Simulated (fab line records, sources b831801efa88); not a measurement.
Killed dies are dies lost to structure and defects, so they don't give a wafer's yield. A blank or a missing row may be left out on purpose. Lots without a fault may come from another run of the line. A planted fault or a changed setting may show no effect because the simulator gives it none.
Split-lot experiment | flow sky130 | 5 lots, 23 wafers read, on a route of 708 steps

THE SPLIT
At SKY_NWELL_SOFTBAKE_19, the setting temp_c was moved away from the recipe's 110 C on 12 of the 23 wafers read, by -3.2% to +3.2%. The other wafers ran this setting at the recipe's value.

FROM THE SPLIT TO THE READING: what the file shows between them, 2 steps
- SKY_NWELL_EXPOSE_20: exposes mask NWM COMPLEMENT, target cd 840 nm
- SKY_NWELL_PEB_21

THE READING
coat_of_NWELL_COAT_18.thk_nm (the simulator's own value, which no gauge read), in nm, at SKY_NWELL_DEVELOP_22 (develop time 60 s). The file gives no usual value for it. The 11 wafers here that ran the recipe average 2998 nm, standard deviation 4.8 nm.

wafer  | tool, chamber at the split | temp_c as run, C | against the recipe | coat_of_NWELL_COAT_18.thk_nm, nm | against lot-mates on the recipe
L076.1 | litho_track-01, 0          | 112              | +1.8%              | 2978                             | -22
L076.3 | litho_track-01, 0          | 110              | recipe             | 2997                             | -
L076.4 | litho_track-01, 0          | 110              | recipe             | 3002                             | -
L076.5 | litho_track-01, 0          | 112              | +1.8%              | 2981                             | -18
L076.6 | litho_track-01, 0          | 112              | +1.8%              | 2984                             | -16
L077.1 | litho_track-04, 0          | 111              | +0.9%              | 2991                             | -2
L077.2 | litho_track-04, 0          | 110              | recipe             | 2990                             | -
L077.3 | litho_track-04, 0          | 111              | +0.9%              | 2984                             | -10
L077.4 | litho_track-04, 0          | 110              | recipe             | 2997                             | -
L077.5 | litho_track-04, 0          | 111              | +0.9%              | 2985                             | -8
L079.1 | litho_track-02, 0          | 110              | recipe             | 3004                             | -
L079.2 | litho_track-02, 0          | 110              | recipe             | 2997                             | -
L079.3 | litho_track-02, 0          | 113.5            | +3.2%              | 2981                             | -20
L079.5 | litho_track-02, 0          | 113.5            | +3.2%              | 2980                             | -20
L079.6 | litho_track-02, 0          | 113.5            | +3.2%              | 2976                             | -24
L081.1 | litho_track-02, 0          | 110              | recipe             | 3002                             | -
L081.2 | litho_track-02, 0          | 110              | recipe             | 3006                             | -
L081.5 | litho_track-02, 0          | 110              | recipe             | 3001                             | -
L084.2 | litho_track-04, 0          | 106.5            | -3.2%              | 3030                             | +37
L084.3 | litho_track-04, 0          | 106.5            | -3.2%              | 3021                             | +28
L084.4 | litho_track-04, 0          | 110              | recipe             | 2994                             | -
L084.5 | litho_track-04, 0          | 106.5            | -3.2%              | 3031                             | +38
L084.6 | litho_track-04, 0          | 110              | recipe             | 2992                             | -

THE FIT
A straight line over all 23 wafers: coat_of_NWELL_COAT_18.thk_nm changes by -8.08 nm for each +1% of temp_c; r = -0.94; the points scatter about the line by 5.4 nm.
The same after taking each lot's own level away (the mean of its wafers on the recipe; 23 wafers): -9.1 nm for each +1%; r = -0.97; scatter 4.4 nm.
On that fit, the largest move of temp_c shifts the reading by 29 nm.
The lots' own levels span 2993.0 to 3003.0 nm, that is 2.1 times the standard deviation above.
So the lot-to-lot level changes the slope: the two fits differ.
Check: with one of the wafers moved furthest among these (-3.2%) left out of the fit, the line predicts +28.7 nm for it against its lot-mates. It came out at +37 nm against them.

OTHER SPLITS ON THESE WAFERS
These wafers also went through other splits before the reading. Each is held against what the fit with the lots' levels taken away leaves over:
other split on the same wafers       | wafers away from the commonest value | r with coat_of_NWELL_COAT_18.thk_nm (lot level and that fit taken away)
SKY_FIELD_ISO_OXIDATION_01 ox_time_s | 15                                   | -0.42
SKY_FIELD_ISO_STRIP_16 power_w       | 8                                    | +0.02
SKY_FIELD_ISO_OXIDATION_22 ox_time_s | 10                                   | +0.18
SKY_DNWELL_COAT_02 resist_thk_nm     | 9                                    | +0.31
SKY_NWELL_IMPLANT_13 energy_kev      | 6                                    | +0.03

THE WHOLE CHAIN: every reading that the file lists as answering this split, in the file's order
step                 | what it does      | reading                                                                       | change (the file's fit)              | r (the file's)
SKY_NWELL_DEVELOP_22 | develop time 60 s | coat_of_NWELL_COAT_18.thk_nm (the simulator's own value, which no gauge read) | -8.93 nm for each +1% of the setting | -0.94
SKY_NWELL_STRIP_25   | strips in O2/N2   | strip_time_to_endpoint_s                                                      | withheld for each +1% of the setting | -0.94

THE FILE'S OWN FIT
coat_of_NWELL_COAT_18.thk_nm changes by -8.93 nm for each +1% of temp_c, r = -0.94.
